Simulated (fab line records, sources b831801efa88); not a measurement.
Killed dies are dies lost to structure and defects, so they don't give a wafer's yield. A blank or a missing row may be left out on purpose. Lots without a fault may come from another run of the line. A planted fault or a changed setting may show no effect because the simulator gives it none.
Chamber matching | flow sky130 | SKY_FIELD_ISO_ETCH_17 on rie_si-02: 4 sister chambers
The step etches Si in HBr/Cl2/O2, target depth 342 nm, time 97.7 s. 8 wafers are shown with their chamber, then 7 later ones without.

WAFERS WITH THEIR CHAMBER
wafer  | chamber | drypump_motor_current_A (A) | run_length_s (s)
L146.4 | 3       | 6.2                         | 126.6
L146.5 | 0       | 5.5                         | 126.6
L148.1 | 3       | 6.1                         | 126.9
L150.2 | 2       | 5.1                         | 125.5
L150.5 | 0       | 5.4                         | 127.3
L150.6 | 1       | 6.0                         | 125.9
L152.1 | 1       | 6.0                         | 126.1
L152.5 | 2       | 5.1                         | 125.3

WAFERS WITHOUT THEIR CHAMBER
wafer  | drypump_motor_current_A (A) | run_length_s (s)
L152.6 | 5.9                         | 126.5
L154.1 | 6.1                         | 126.4
L154.4 | 5.1                         | 125.4
L154.6 | 6.0                         | 126.2
L164.2 | 5.5                         | 127.0
L164.3 | 5.1                         | 125.5
L164.6 | 6.0                         | 125.8

WHICH CHAMBER EACH WENT THROUGH
wafer  | from the rows above     | in truth
L152.6 | 1                       | 1
L154.1 | can't be placed: 3 or 1 | 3
L154.4 | 2                       | 2
L154.6 | 1                       | 1
L164.2 | 0                       | 0
L164.3 | 2                       | 2
L164.6 | 1                       | 1
Placed correctly: 6 of 7. Can't be placed from these rows: 1 (the true chamber is among the candidates in 1). Placed wrongly: 0.
How it was worked out, from the rows above alone: a wafer's distance from a chamber is the root of the sum, over the readings, of the square of ((its reading less the chamber's mean) divided by the reading's scatter). The wafer belongs to the nearest chamber; if the next one is less than 2 further off, it can't be placed. A chamber's mean is the mean of its shown wafers. The scatter: the root of (the sum of the squares of (reading less its chamber's mean) over the shown wafers, divided by (wafers less chambers)).
